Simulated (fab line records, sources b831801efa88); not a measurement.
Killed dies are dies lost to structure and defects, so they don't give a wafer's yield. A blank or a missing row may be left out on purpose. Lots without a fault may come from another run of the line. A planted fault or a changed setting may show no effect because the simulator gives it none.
A struck lot beside a sound one | flow sky130 | 18 steps out of a route of 708
Sound: wafers L252.2, L252.4, L252.6. Struck: wafer L262.4. (L262.1, L262.5 of the same lot were not struck and are left out.) The cause comes at the end.
At each step with rows: each side's tool, then ch and its chambers, then its first start. Under that, the readings that differ: sound wafers | struck wafers | difference of the means | sigmas: that difference in standard deviations of wafers without a fault.
alike: readings whose means differ by less than 2 such deviations, and words and numbers that are the same on both sides. not compared: withheld readings, readings that some wafer has no value for, bounds like >300 that may hide the same value, and numbers for which the record gives no deviation and whose values overlap.
The two part at a step that has a row with sigmas, a row that says differs or no value, or rows on one side only. Numbers that don't overlap but have no deviation are shown without sigmas and don't part them. A reading that every wafer of one side lacks parts them only if that side has two wafers or more.

first, 5 steps without rows for these wafers: SKY_VIA4_COAT_06 (resist thk 1140 nm); SKY_VIA4_SOFTBAKE_07 (time 60 s); SKY_VIA4_EXPOSE_08 (exposes mask VIM4, target cd 800 nm); SKY_VIA4_PEB_09; SKY_VIA4_DEVELOP_10 (develop time 60 s).
SKY_VIA4_OVL_MEAS_11:
  sound on overlay-02, day 44 00:10; struck on overlay-01, day 46 20:31
  alike: VIA4_OVL
SKY_VIA4_ETCH_12: etches SiO2 in C4F8/O2/Ar, stops on TiN, target depth 580 nm.
  sound on rie_diel-02 ch 0,2,3, day 44 00:12; struck on rie_diel-03 ch 2, day 46 20:33
  alike: oes_product_au
SKY_VIA4_STRIP_13: strips in O2/N2.
  sound on plasma_asher-02 ch 0, day 44 00:17; struck on plasma_asher-02 ch 1, day 46 20:38
  reading               | sound             | struck | difference | sigmas
  oes_product_au (a.u.) | 0.710 0.717 0.718 | 0.704  | -0.011     | -2
  alike: drypump_motor_current_A, strip_time_to_endpoint_s
  not compared: rf_hours_counter_h
then, 3 steps without rows for these wafers: SKY_VIA4_STRIP_14 (strips in post etch residue remover, time 1200 s); SKY_VIA4_CLEAN_15 (cleans in IPA, time 180 s); SKY_VIA4_CLEAN_16 (cleans in O3/DIW).
SKY_VIA4_SPUTTER_17: material TiN, target thk 20 nm, time 80 s.
  sound on pvd_sputter-02, day 44 00:52; struck on pvd_sputter-03, day 46 21:16
  alike: chamber_pressure_pa, throttle_valve_pct
SKY_VIA4_CVD_18: deposits W, target thk 505 nm, time 152.14 s.
  sound on cvd_w-01 ch 0,1, day 44 00:56; struck on cvd_w-02 ch 0, day 46 21:19
  reading                            | sound             | struck | difference | sigmas
  heater_power_w (W)                 | 739 856 859       | 691    | -127       | -2
  model.W_of_VIA4_CVD_18.thk_nm (nm) | 502.1 505.6 505.5 | 220.7  | -283.7     |
SKY_VIA4_RS_MEAS_19: measures by four-point-probe.
  sound on film_metro-04, day 44 01:06; struck on film_metro-03, day 46 21:29
  reading            | sound                | struck | difference | sigmas
  VIA4_W_RS (ohm/sq) | 0.2280 0.2260 0.2266 | 0.5232 | +0.2963    | +99 or more
SKY_VIA4_THK_MEAS_20: measures by xrf.
  sound on film_metro-04, day 44 01:13; struck on film_metro-03, day 46 21:36
  reading         | sound       | struck | difference | sigmas
  VIA4_W_THK (nm) | 519 523 527 | 226    | -297       | -36
SKY_VIA4_CMP_21: polishes, stops on SiO2, t overpolish 25 s, target thk 0 nm.
  sound on cmp-01 ch 0,3, day 44 01:16; struck on cmp-02 ch 0, day 46 23:34
  reading                | sound       | struck | difference | sigmas
  time_to_endpoint_s (s) | 116 121 116 | 50     | -68        | -17
  alike: motor_current_A, slurry_flow_ml_min
SKY_METAL5_SPUTTER_00: material Ti, target thk 15 nm, time 10 s.
  sound on pvd_sputter-01, day 44 01:34; struck on pvd_sputter-04, day 46 23:52
  alike: chamber_pressure_pa, throttle_valve_pct
-- the record jumps here: 2 days lie between the struck wafers' starts before and after (it left off in module METAL5 and takes up again in module PAD_OPEN, whose first step shown is number 708 of the route) --
SKY_PAD_OPEN_PROBE_99:
  sound on prober-02, day 47 00:10; struck on prober-02, day 49 11:36
  alike: defect_limited_yield, killed_at_M0_to_M3, killed_at_M4_up, killed_at_contacts, killed_at_front_end, killed_at_other, killed_dies, killed_on_rim, killed_open, killed_short, sort_bin_3_pad_short, sort_bin_5_function, sort_bin_6_memory, sort_n_pass, sort_yield_pct

WHERE THEY PART
First at SKY_VIA4_STRIP_13; last, within this record, at SKY_VIA4_CMP_21. Later steps at which nothing parts them and some readings are alike: SKY_METAL5_SPUTTER_00, SKY_PAD_OPEN_PROBE_99.

WHY: what the simulator had put in
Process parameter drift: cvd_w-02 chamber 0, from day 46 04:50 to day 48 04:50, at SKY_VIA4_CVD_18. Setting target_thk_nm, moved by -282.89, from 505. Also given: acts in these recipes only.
